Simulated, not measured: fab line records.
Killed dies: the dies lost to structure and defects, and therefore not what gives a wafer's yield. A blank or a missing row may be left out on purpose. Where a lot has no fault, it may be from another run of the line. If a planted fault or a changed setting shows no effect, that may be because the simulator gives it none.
8D (eight disciplines) problem report, filled in by code ; flow sky130 ; the parts of the form that need people (team, actions taken, sign-off) are left out

## 1. THE ISSUE
Wafers with no fault read 0.837 a.u. with a standard deviation of 0.0045, whereas oesProductAu at SKY_LI_CONTACT_ETCH_15 reads a mean of 0.788 a.u. on 1 wafer of 1 lot. That puts it -11 standard deviations away from the usual mean.
The step: etches PSG in C4F8/O2/Ar, stops on Si, target depth 600 nm.
Seen first at day 34 20:34 on rieDiel-02, wafer L412.3. The record holds 36 wafers of 12 lots with a number at this step. Rule for "out" (also "out of limits"): further than 4 standard deviations from the usual mean. All remaining wafers that have a number are taken as sound.

## 2. WHAT IT IS, WHAT IT ISN'T
question;is;is not
which readings at this step;oesProductAu;-
which lots;L412;L397, L398, L399, L401, L403, L404, L408, L410, L413, L419, L420
which wafers of those lots;L412.3;L412.2, L412.6
read on which tools;rieDiel-02;rieDiel-03, rieDiel-04
when;from day 34 20:34;"up to then (26 sound wafers); but 9 sound wafers of L413, L419, L420 came after"

## 3. SUSPECTS, AND WHAT RULES EACH OUT
Counting: a tool at a process step up to the reading stays a suspect if it ran every lot that is out. Sound lots after the first of them don't rule it out here, since some wafers of a struck lot are sound.
- rieDiel-03 at SKY_POLY_CUT_ETCH_10 (etches BARC in N2/H2, stops on SiO2, time 45.9 s, target depth 60 nm): kept. It ran the lot that is out, L412 (day 30 03:37); its last sound lot up to then is L410 (day 29 19:49).
- rieDiel-02 at SKY_LI_CONTACT_ETCH_15 (etches PSG in C4F8/O2/Ar, stops on Si, target depth 600 nm): kept. It ran the lot that is out, L412 (day 34 20:34); its last sound lot up to then is L404 (day 32 08:53). Out on those wafers are its own readings of oesProductAu.
- At SKY_POLY_CUT_ETCH_10 on rieDiel-03, chamber 1 took the sound wafers of the same lots and chamber 0 took the wafers that are out.
- At SKY_LI_CONTACT_ETCH_15 on rieDiel-02, chamber 2 took the sound wafers of the same lots and chamber 0 took the wafers that are out.
After counting, rieDiel-03 at SKY_POLY_CUT_ETCH_10 and rieDiel-02 at SKY_LI_CONTACT_ETCH_15 remain.

## 4. THE CAUSE (what the simulator had put in)
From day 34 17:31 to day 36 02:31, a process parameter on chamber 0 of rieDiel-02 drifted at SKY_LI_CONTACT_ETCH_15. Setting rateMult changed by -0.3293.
After counting, 2 suspects remain, this tool included.

## 5. SEQUENCE OF EFFECTS, ordered by route
Each row: a reading whose mean over the struck wafers that have a number lies more than 3 standard deviations from the usual. Only readings for which the record gives a usual standard deviation are gone through. hours: the time from each lot's start at the first step in this table that gives one to its start at this step, as a median over the lots. sigmas: the change in usual standard deviations.
hours;step;reading;usual;on struck wafers;change;sigmas
0;SKY_LI_CONTACT_ETCH_15;oesProductAu;0.837 a.u.;0.788;-0.049;-11
0;SKY_LI_CONTACT_STRIP_16;oesProductAu;0.377 a.u.;0.393;+0.016;+3.1
0;SKY_LI_CONTACT_STRIP_16;stripTimeToEndpointS;3.51 s;4.07;+0.56;+18
368;SKY_PAD_OPEN_PROBE_99;killedAtContacts;24;430;+406;+74
368;SKY_PAD_OPEN_PROBE_99;killedDies;85;492;+407;+43
368;SKY_PAD_OPEN_PROBE_99;killedOnRim;17;96;+79;+21
Here are the process steps it includes:
- SKY_LI_CONTACT_ETCH_15: etches PSG in C4F8/O2/Ar, stops on Si, target depth 600 nm.
- SKY_LI_CONTACT_STRIP_16: strips in O2/N2.
- SKY_PAD_OPEN_PROBE_99

## 6. HOW IT WOULD HAVE BEEN CAUGHT EARLIER
First out-of-limits reading in this record: day 34 20:34, which is 3 hours after fault onset at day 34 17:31.
